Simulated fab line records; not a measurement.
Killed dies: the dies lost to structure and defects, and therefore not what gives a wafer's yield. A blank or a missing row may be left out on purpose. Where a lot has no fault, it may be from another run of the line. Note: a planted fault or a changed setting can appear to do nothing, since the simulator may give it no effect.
Struck lot and sound lot, side by side | flow sky130 | 44 out of 708 route steps
Sound: the wafers L619.1, L619.2, L619.5. Wafers L627.3, L627.5, L627.6 were the ones struck. The cause is named last.
For every step that has rows: the tool of each side, followed by ch and its chambers, followed by its first start. Under that, the readings that differ: sound wafers | struck wafers | difference of the means | sigmas: that difference in standard deviations of wafers without a fault.
alike: same words and numbers on both sides, and readings whose means sit less than 2 such deviations apart. not compared: any withheld reading, any reading some wafer has no value for, any bound like >300 that may hide the same value, and any number with overlapping values for which the record gives no deviation.
The two part at a step that has a row with sigmas, a row that says differs or no value, or rows on one side only. When numbers do not overlap yet have no deviation, they are printed without sigmas and do not part them. A reading missing from all wafers of one side parts the sides only when that side holds two or more wafers.

first, 5 steps without rows for these wafers: SKY_FIELD_ISO_WET_ETCH_18 (etches Si3N4 in H3PO4, target depth 25 nm, time 286 s); SKY_FIELD_ISO_CLEAN_19 (cleans in SC1/SC2, time 150 s); SKY_FIELD_ISO_CLEAN_20 (cleans in dHF, time 19.71 s); SKY_FIELD_ISO_WET_ETCH_21 (etches SiO2 in dHF, target depth 20 nm, time 400 s); SKY_FIELD_ISO_OXIDATION_22 (stabilise 600 s, purge 300 s, target thk 10 nm).
SKY_FIELD_ISO_THK_MEAS_23:
  sound on film_metro-03 at day 4 08:32; struck on film_metro-02 at day 6 05:02
  alike: FIELD_ISO_OXIDATION_01_THK
then, 1 step without rows for these wafers: SKY_FIELD_ISO_CVD_24 (deposits SiO2, target thk 595 nm, time 99.2 s).
SKY_FIELD_ISO_THK_MEAS_25:
  sound on film_metro-01 at day 4 08:40; struck on film_metro-01 at day 6 05:10
  alike: FIELD_ISO_CVD_24_THK
then, 1 step without rows for these wafers: SKY_FIELD_ISO_ANNEAL_26 (time 1800 s).
SKY_FIELD_ISO_CMP_27: polishes, stops on Si3N4, t overpolish 16 s, target thk 457.8 nm.
  sound on cmp-02 ch 0,1,3, day 4 12:35; struck on cmp-01 ch 0,3, day 6 12:20
  alike: motor_current_A, overpolish_run_s, time_to_endpoint_s
then, 2 steps without rows for these wafers: SKY_FIELD_ISO_WET_ETCH_28 (etches SiO2 in dHF, target depth 23.7 nm, time 47 s); SKY_FIELD_ISO_WET_ETCH_29 (etches Si3N4 in H3PO4, target depth 160 nm, time 1825 s).
SKY_FIELD_ISO_WET_ETCH_30: etches SiO2 in dHF, target depth 25 nm, time 50 s.
  sound on wet_bench-01 ch 1, day 4 13:25; struck on wet_bench-01 ch 0, day 6 13:41
  reading                                    | sound             | struck            | difference | sigmas
  run_length_s (s)                           | 79.4 79.4 79.4    | 102.1 102.1 102.1 | +22.7      | +8
  model.SiO2_of_FIELD_ISO_CVD_24.thk_nm (nm) | 404.6 401.8 404.8 | 391.5 390.9 391.7 | -12.4      |
then, 2 steps without rows for these wafers: SKY_NWELL_CLEAN_00 (cleans in SC1/SC2, time 150 s); SKY_NWELL_OXIDATION_01 (stabilise 600 s, purge 300 s, target thk 10 nm).
SKY_NWELL_THK_MEAS_02:
  sound on film_metro-02 at day 4 16:38; struck on film_metro-02 at day 6 16:19
  alike: NWELL_OXIDATION_THK
then, 8 steps without rows for these wafers: SKY_DNWELL_DEHYDRATE_00 (time 60 s); SKY_DNWELL_HMDS_01 (prime time 60 s); SKY_DNWELL_COAT_02 (resist thk 3000 nm); SKY_DNWELL_SOFTBAKE_03; SKY_DNWELL_EXPOSE_04 (exposes mask DNM, target cd 3000 nm); SKY_DNWELL_PEB_05; SKY_DNWELL_DEVELOP_06 (develop time 60 s); SKY_DNWELL_IMPLANT_07.
SKY_DNWELL_STRIP_08: strips in O2/N2.
  sound on plasma_asher-01 ch 0,1, day 5 10:46; struck on plasma_asher-01 ch 0,1, day 7 12:32
  alike: chamber_pressure_mTorr, drypump_motor_current_A, oes_product_au, strip_time_to_endpoint_s
  not compared: rf_hours_counter_h
SKY_DNWELL_TW_MEAS_09:
  sound on film_metro-02 at day 5 10:52; struck on film_metro-04 at day 7 12:37
  alike: DNWELL_TW
then, 7 steps without rows for these wafers: SKY_PWDE_DEHYDRATE_00 (time 60 s); SKY_PWDE_HMDS_01 (prime time 60 s); SKY_PWDE_COAT_02 (resist thk 3000 nm); SKY_PWDE_SOFTBAKE_03; SKY_PWDE_EXPOSE_04 (exposes mask PWDEM, target cd 840 nm); SKY_PWDE_PEB_05; SKY_PWDE_DEVELOP_06 (develop time 60 s).
SKY_PWDE_OVL_MEAS_07:
  sound on overlay-01 at day 6 04:22; struck on overlay-02 at day 8 09:31
  alike: PWDE_OVL
following that, these wafers have no rows for 1 step: SKY_PWDE_IMPLANT_08.
SKY_PWDE_STRIP_09: strips in O2/N2.
  sound on plasma_asher-02 ch 0,1, day 6 04:33; struck on plasma_asher-02 ch 0,1, day 8 09:43
  alike: chamber_pressure_mTorr, drypump_motor_current_A, oes_product_au, strip_time_to_endpoint_s
  not compared: rf_hours_counter_h
SKY_PWDE_TW_MEAS_10:
  sound on film_metro-02 at day 6 04:39; struck on film_metro-04 at day 8 09:49
  alike: PWDE_TW
then, 5 steps without rows for these wafers: SKY_NWELL_DEHYDRATE_03 (time 60 s); SKY_NWELL_HMDS_04 (prime time 60 s); SKY_NWELL_COAT_05 (resist thk 3000 nm); SKY_NWELL_SOFTBAKE_06; SKY_NWELL_EXPOSE_07 (exposes mask NWM, target cd 840 nm).
-- the record jumps here: 26 days lie between the struck wafers' starts before and after (it left off in module NWELL and takes up again in module SALICIDE, whose first step shown is number 361 of the route) --
SKY_SALICIDE_CLEAN_00: cleans in HF-last, time 30 s.
  sound on wet_bench-01 ch 1, day 31 11:49; struck on wet_bench-04 ch 0, day 34 10:58
  reading                                    | sound           | struck            | difference | sigmas
  model.SiO2_of_FIELD_ISO_CVD_24.thk_nm (nm) | 357.8 354.9 358 | 344.3 343.7 344.6 | -12.7      |
-- the record jumps here: 16 days lie between the struck wafers' starts before and after (it left off in module SALICIDE and takes up again in module PAD_OPEN, whose first step shown is number 708 of the route) --
SKY_PAD_OPEN_PROBE_99:
  sound on prober-02 at day 48 11:38; struck on prober-02 at day 50 12:10
  reading                                   | sound                         | struck                        | difference | sigmas
  model.etest.pfet_16v.r_on_ohm_um          | 1.482e+04 1.487e+04 1.534e+04 | 1.476e+04 1.446e+04 1.479e+04 | -3.400e+02 |
  model.etest.cap_li_to_poly.c_af_um2       | 101.4 97.52 101.7             | 95.35 94.94 94.76             | -5.19      |
  model.etest.field_p.vt_v (V)              | -40.2 -40.73 -42.83           | -39.69 -38.27 -39.61          | +2.06      |
  model.etest.field_n.vt_v (V)              | 35.25 35.54 36.36             | 35.14 34.36 35.18             | -0.82      |
  model.etest.sram_nfet_pass.off_log10_a_um | -12.49 -12.73 -12.69          | -12.3 -12.17 -12.41           | +0.3       |
  alike: killed_at_M0_to_M3, killed_at_M4_up, killed_at_contacts, killed_at_front_end, killed_at_other, killed_dies, killed_open, killed_short
  not compared: model.etest.cap_poly_to_well.c_af_um2

WHERE THEY PART
Only at SKY_FIELD_ISO_WET_ETCH_30, within this record. Later steps at which nothing parts them and some readings are alike: SKY_NWELL_THK_MEAS_02, SKY_DNWELL_STRIP_08, SKY_DNWELL_TW_MEAS_09, SKY_PWDE_OVL_MEAS_07, SKY_PWDE_STRIP_09, SKY_PWDE_TW_MEAS_10, SKY_PAD_OPEN_PROBE_99.

WHY: whatever the simulator had introduced
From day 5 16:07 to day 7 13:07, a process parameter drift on wet_bench-01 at SKY_FIELD_ISO_WET_ETCH_30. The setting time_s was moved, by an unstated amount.
